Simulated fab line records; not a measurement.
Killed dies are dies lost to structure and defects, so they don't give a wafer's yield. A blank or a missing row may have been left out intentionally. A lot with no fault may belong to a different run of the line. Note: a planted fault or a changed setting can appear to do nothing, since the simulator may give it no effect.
The tool behind it: which one? :: flow sky130 :: 11 lots with 33 wafers sampled at 4 steps, on a route of 708 steps

## WHAT EACH GAUGE READ, for each wafer
SKY_METAL1_CD_MEAS_15: target cd 140 nm.
lot: L583
measured: day 32 16:49
on: cd sem-01
cd nm (nm): 140.5 141.9 139.3

lot: L584
measured: day 32 19:18
on: cd sem-02
cd nm (nm): 139.9 139.5 140.2

lot: L585
measured: day 33 07:23
on: cd sem-01
cd nm (nm): 139.7 140.6 138.5

lot: L593
measured: day 36 11:37
on: cd sem-01
cd nm (nm): 137.9 134.4 137.6 137.2 134.6 137.7

lot: L597
measured: day 37 09:29
on: cd sem-01
cd nm (nm): 138.6 138.2 138.9

lot: L598
measured: day 37 18:46
on: cd sem-01
cd nm (nm): 144.0 143.6 141.4

lot: L602
measured: day 39 02:10
on: cd sem-01
cd nm (nm): 141.7 142.4 141.4

lot: L603
measured: day 39 06:07
on: cd sem-02
cd nm (nm): 140.1 139.6 140.2

lot: L604
measured: day 39 07:43
on: cd sem-01
cd nm (nm): 141.1 139.4 138.5

lot: L605
measured: day 39 12:52
on: cd sem-01
cd nm (nm): 140.1 139.8 140.9

lot: L606
measured: day 40 01:38
on: cd sem-01
cd nm (nm): 140.1 140.5 139.7

## TOOL THAT RAN EACH LOT (tool first, then ch and the chambers of the sampled wafers, then the start)
lot: L583
SKY_CONTACT_CMP_27: cmp-02 ch 2,3, day 31 13:06
SKY_METAL1_SPUTTER_04: pvd sputter-03, day 31 13:29
SKY_METAL1_EXPOSE_12: krf scanner-01 ch 0, day 32 03:34

lot: L584
SKY_CONTACT_CMP_27: cmp-02 ch 2,3, day 31 15:00
SKY_METAL1_SPUTTER_04: pvd sputter-03, day 31 15:23
SKY_METAL1_EXPOSE_12: krf scanner-01 ch 0, day 32 05:37

lot: L585
SKY_CONTACT_CMP_27: cmp-01 ch 0,3, day 32 03:40
SKY_METAL1_SPUTTER_04: pvd sputter-03, day 32 04:04
SKY_METAL1_EXPOSE_12: krf scanner-01 ch 0, day 32 18:01

lot: L593
SKY_CONTACT_CMP_27: cmp-02 ch 0,2,3, day 35 09:14
SKY_METAL1_SPUTTER_04: pvd sputter-04, day 35 09:32
SKY_METAL1_EXPOSE_12: krf scanner-01 ch 0, day 35 22:25

lot: L597
SKY_CONTACT_CMP_27: cmp-01 ch 1,2,3, day 36 07:32
SKY_METAL1_SPUTTER_04: pvd sputter-02, day 36 07:55
SKY_METAL1_EXPOSE_12: krf scanner-02 ch 0, day 36 20:55

lot: L598
SKY_CONTACT_CMP_27: cmp-01 ch 0,1,2, day 36 15:59
SKY_METAL1_SPUTTER_04: pvd sputter-03, day 36 16:19
SKY_METAL1_EXPOSE_12: krf scanner-02 ch 0, day 37 05:49

lot: L602
SKY_CONTACT_CMP_27: cmp-02 ch 0,1, day 38 00:33
SKY_METAL1_SPUTTER_04: pvd sputter-04, day 38 00:56
SKY_METAL1_EXPOSE_12: krf scanner-02 ch 0, day 38 13:52

lot: L603
SKY_CONTACT_CMP_27: cmp-01 ch 1,2, day 38 04:38
SKY_METAL1_SPUTTER_04: pvd sputter-04, day 38 05:01
SKY_METAL1_EXPOSE_12: krf scanner-01 ch 0, day 38 17:59

lot: L604
SKY_CONTACT_CMP_27: cmp-01 ch 0,2,3, day 38 05:55
SKY_METAL1_SPUTTER_04: pvd sputter-02, day 38 06:18
SKY_METAL1_EXPOSE_12: krf scanner-02 ch 0, day 38 19:38

lot: L605
SKY_CONTACT_CMP_27: cmp-01 ch 0,1,3, day 38 11:24
SKY_METAL1_SPUTTER_04: pvd sputter-04, day 38 11:47
SKY_METAL1_EXPOSE_12: krf scanner-02 ch 0, day 39 00:38

lot: L606
SKY_CONTACT_CMP_27: cmp-01 ch 0,1, day 39 00:12
SKY_METAL1_SPUTTER_04: pvd sputter-04, day 39 00:32
SKY_METAL1_EXPOSE_12: krf scanner-01 ch 0, day 39 13:31
- SKY_CONTACT_CMP_27: polishes, stops on SiO2, t overpolish 15 s, target thk 0 nm.
- SKY_METAL1_SPUTTER_04: material TiN, target thk 70 nm, time 58.3 s.
- SKY_METAL1_EXPOSE_12: exposes mask MM1, target cd 140 nm.

## WHAT THE TOOLS THEMSELVES READ (means of the sampled wafers that have a number; where no wafer has one, the mark that the record gives instead)
SKY_CONTACT_CMP_27.
lot: L583
tool: cmp-02
motor current A (A): 9.9
overpolish run s (s): 14.990
slurry filter dp kPa (kPa): 13.50
time to endpoint s (s): 82.1

lot: L584
tool: cmp-02
motor current A (A): 10.0
overpolish run s (s): 15.001
slurry filter dp kPa (kPa): 13.45
time to endpoint s (s): 83.1

lot: L585
tool: cmp-01
motor current A (A): 10.8
overpolish run s (s): 15.005
slurry filter dp kPa (kPa): 13.45
time to endpoint s (s): 81.4

lot: L593
tool: cmp-02
motor current A (A): 10.3
overpolish run s (s): 14.998
slurry filter dp kPa (kPa): 13.56
time to endpoint s (s): 80.8

lot: L597
tool: cmp-01
motor current A (A): 11.6
overpolish run s (s): 14.998
slurry filter dp kPa (kPa): 13.62
time to endpoint s (s): 80.7

lot: L598
tool: cmp-01
motor current A (A): 11.2
overpolish run s (s): 14.991
slurry filter dp kPa (kPa): 13.51
time to endpoint s (s): 82.4

lot: L602
tool: cmp-02
motor current A (A): 11.5
overpolish run s (s): 15.007
slurry filter dp kPa (kPa): 13.54
time to endpoint s (s): 84.8

lot: L603
tool: cmp-01
motor current A (A): 11.1
overpolish run s (s): 14.998
slurry filter dp kPa (kPa): 13.49
time to endpoint s (s): 81.0

lot: L604
tool: cmp-01
motor current A (A): 11.7
overpolish run s (s): 15.003
slurry filter dp kPa (kPa): 13.48
time to endpoint s (s): 80.4

lot: L605
tool: cmp-01
motor current A (A): 10.4
overpolish run s (s): 14.995
slurry filter dp kPa (kPa): 13.48
time to endpoint s (s): 83.3

lot: L606
tool: cmp-01
motor current A (A): 10.2
overpolish run s (s): 15.007
slurry filter dp kPa (kPa): 13.49
time to endpoint s (s): 85.2

SKY_METAL1_SPUTTER_04.
lot: L583
tool: pvd sputter-03
throttle valve pct (%): 29.5

lot: L584
tool: pvd sputter-03
throttle valve pct (%): 29.7

lot: L585
tool: pvd sputter-03
throttle valve pct (%): 29.7

lot: L593
tool: pvd sputter-04
throttle valve pct (%): 30.5

lot: L597
tool: pvd sputter-02
throttle valve pct (%): 30.6

lot: L598
tool: pvd sputter-03
throttle valve pct (%): 29.9

lot: L602
tool: pvd sputter-04
throttle valve pct (%): 30.5

lot: L603
tool: pvd sputter-04
throttle valve pct (%): 30.1

lot: L604
tool: pvd sputter-02
throttle valve pct (%): 30.1

lot: L605
tool: pvd sputter-04
throttle valve pct (%): 30.2

lot: L606
tool: pvd sputter-04
throttle valve pct (%): 30.7

## THE ANSWER, worked out from the rows above alone
Rule: usual is defined by the lots themselves. The widest of any qualifying gaps counts: lots, ordered by their means at a reading, are off when they make up no more than a third of the lots, leave a main group of 4 or more, and stand apart from it by 3 or more times the standard deviation of that group's means. A main group whose means are all the same, to the digits that the tables above print for the reading, isn't used. A lot without any number at a reading at which 4 lots or more have one is off too. The other lots that the step has rows for count as sound. After the gauges, taken in route order, come the tools' own readings; for these a lot's mean is taken, as printed above. The first step at which some lot is off is used, and at that step the reading that is off furthest; a lot without a number counts as furthest.
No lot is off on any of the readings shown, so nothing can be concluded from this.

## WHAT HAD BEEN PUT IN BY THE SIMULATOR
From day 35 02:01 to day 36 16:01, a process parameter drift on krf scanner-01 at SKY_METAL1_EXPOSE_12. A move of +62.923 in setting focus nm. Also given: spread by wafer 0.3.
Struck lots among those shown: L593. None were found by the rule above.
